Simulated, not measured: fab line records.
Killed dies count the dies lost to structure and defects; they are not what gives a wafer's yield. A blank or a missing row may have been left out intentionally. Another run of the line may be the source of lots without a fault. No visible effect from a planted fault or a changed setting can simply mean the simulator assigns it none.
Matching of chambers | flow sky130 | SKY_FIELD_ISO_CMP_27 on cmp-02 has 4 sister chambers
The step polishes, stops on Si3N4, t overpolish 16 s, target thk 457.8 nm. 8 wafers are shown with their chamber, then 9 later ones without.

== WAFERS PAIRED WITH THEIR CHAMBERS ==
wafer  | chamber | motorCurrentA (A) | timeToEndpointS (s)
L461.4 | 0       | 10.7              | 111
L461.5 | 1       | 12.1              | 114
L464.2 | 3       | 10.2              | 104
L464.3 | 2       | 15.0              | 112
L464.4 | 1       | 12.5              | 108
L465.1 | 2       | 15.4              | 121
L465.2 | 0       | 11.3              | 116
L465.4 | 3       | 10.4              | 113

== WAFERS WHOSE CHAMBER IS MISSING ==
wafer  | motorCurrentA (A) | timeToEndpointS (s)
L466.1 | 11.9              | 115
L466.5 | 11.0              | 112
L466.6 | 12.9              | 115
L467.1 | 10.1              | 113
L467.3 | 12.9              | 113
L467.5 | 10.5              | 108
L468.1 | 13.5              | 117
L468.4 | 11.2              | 116
L468.5 | 10.4              | 116

== EACH ONE'S CHAMBER ==
wafer  | from the rows above     | in truth
L466.1 | can't be placed: 1 or 0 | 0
L466.5 | 0                       | 0
L466.6 | 1                       | 1
L467.1 | can't be placed: 3 or 0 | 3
L467.3 | 1                       | 1
L467.5 | can't be placed: 3 or 0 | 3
L468.1 | can't be placed: 1 or 2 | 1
L468.4 | 0                       | 0
L468.5 | can't be placed: 3 or 0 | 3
4 of 9 placed correctly. Unplaceable from these rows: 5, with the true chamber sitting among the candidates in 5. Wrongly placed: 0.
How it was worked out, from the rows above alone: a wafer's distance from a chamber is the root of the sum, over the readings, of the square of ((its reading less the chamber's mean) divided by the reading's scatter). The wafer belongs to the nearest chamber; if the next one is less than 2 further off, it can't be placed. A chamber's mean is the mean of its shown wafers. The scatter: take each reading less its chamber's mean, square it, sum over the shown wafers, divide by the number of wafers less the number of chambers, and take the root.
